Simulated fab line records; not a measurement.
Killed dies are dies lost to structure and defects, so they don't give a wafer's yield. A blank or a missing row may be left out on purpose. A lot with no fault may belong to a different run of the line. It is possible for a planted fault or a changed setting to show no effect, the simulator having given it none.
One fault through the eyes of 2 desks -- flow gf180mcu -- only its own numbers are on each desk; what lay behind them is given at the end

== FOR THE TOOL OWNER'S DESK: plasma-asher-02 ==
The tool's own readings at GF_DNWELL_STRIP_08 (strips in O2/N2): means of the sampled wafers that have a number, for each lot that ran on this tool. The brackets show how far a lot's mean lies from the usual mean; more than 4 standard deviations puts the lot out of limits, marked OUT.
Columns: A = drypump-motor-current-A at GF_DNWELL_STRIP_08, usual 5.69 A; B = heater-power-w at GF_DNWELL_STRIP_08, usual 365 W; C = o2-flow-sccm at GF_DNWELL_STRIP_08, usual 2999 sccm; D = oes-product-au at GF_DNWELL_STRIP_08, usual 0.722 a.u.; E = platen-temp-c at GF_DNWELL_STRIP_08, usual 249.99 C; F = strip-time-to-endpoint-s at GF_DNWELL_STRIP_08, usual 37.45 s
lot,first seen here,A,B,C,D,E,F
L842,day 3 05:11,5.85,388,3000,0.723,249.99,37.45
L849,day 4 20:46,5.86,388,2999,0.724,250.06,37.37
L851,day 5 06:50,5.85,389,2993,0.722,250.00,37.39
L852,day 5 10:47,5.86,393,2993,0.721,250.03,37.50
L855,day 6 10:10,6.06,419,2998,0.721,250.12,37.50
L857,day 6 15:28,5.68,375,3006,0.964 (+56) OUT,250.05,-
This desk finds L857 out of limits, L857 being first, at day 6 15:28 (oes-product-au at GF_DNWELL_STRIP_08). L842, L849, L851, L852, L855 stayed within limits.

== METROLOGY DESK ==
What the gauges read for every lot (on any tool): the sampled wafers with a number, averaged. The brackets show how far a lot's mean lies from the usual mean; more than 4 standard deviations puts the lot out of limits, marked OUT.
Columns: A = NWELL_TW at GF_NWELL_TW_MEAS_11, usual 1578; B = cd-nm at GF_CONTACT_CD_MEAS_14, usual 219.8 nm; C = M1_OVL at GF_M1_OVL_MEAS_15, usual 1 nm; D = V1_CVD_00_THK at GF_V1_THK_MEAS_01, usual 599 nm
lot,first seen here,A,B,C,D
L841,day 3 14:48,1576,218.1,-2,616
L842,day 3 19:11,1582,217.5,1,602
L845,day 4 14:31,1588,220.2,3,603
L847,day 5 01:48,1576,220.6,1,597
L848,day 5 03:06,1574,221.2,4,600
L849,day 5 11:13,1574,220.2,-1,601
L851,day 5 20:39,1585,219.7,2,605
L852,day 6 00:57,1567,220.6,3,599
L853,day 6 07:34,1566,217.8,-1,599
L854,day 6 11:26,1563,221.1,6,599
L855,day 7 02:02,1600,219.6,8,588
L857,day 7 07:11,1541,220.1,4,605
This desk's finding: nothing out of limits on any of the 12 lots.

== PUT TOGETHER ==
The tool owner's desk could have raised an alarm at day 6 15:28, on L857.
Nothing out of limits was seen by the metrology desk.
The metrology desk has L857 on record, within its limits.
Every lot named ran GF_DNWELL_STRIP_08 on plasma-asher-02.

== WHAT WAS PUT IN BY THE SIMULATOR ==
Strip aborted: plasma-asher-02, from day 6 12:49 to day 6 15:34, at GF_DNWELL_STRIP_08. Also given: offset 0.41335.
Lots struck among those shown: L857.
Delay in hours, fault start to first out-of-limits reading, by desk: the tool owner's desk at 3.
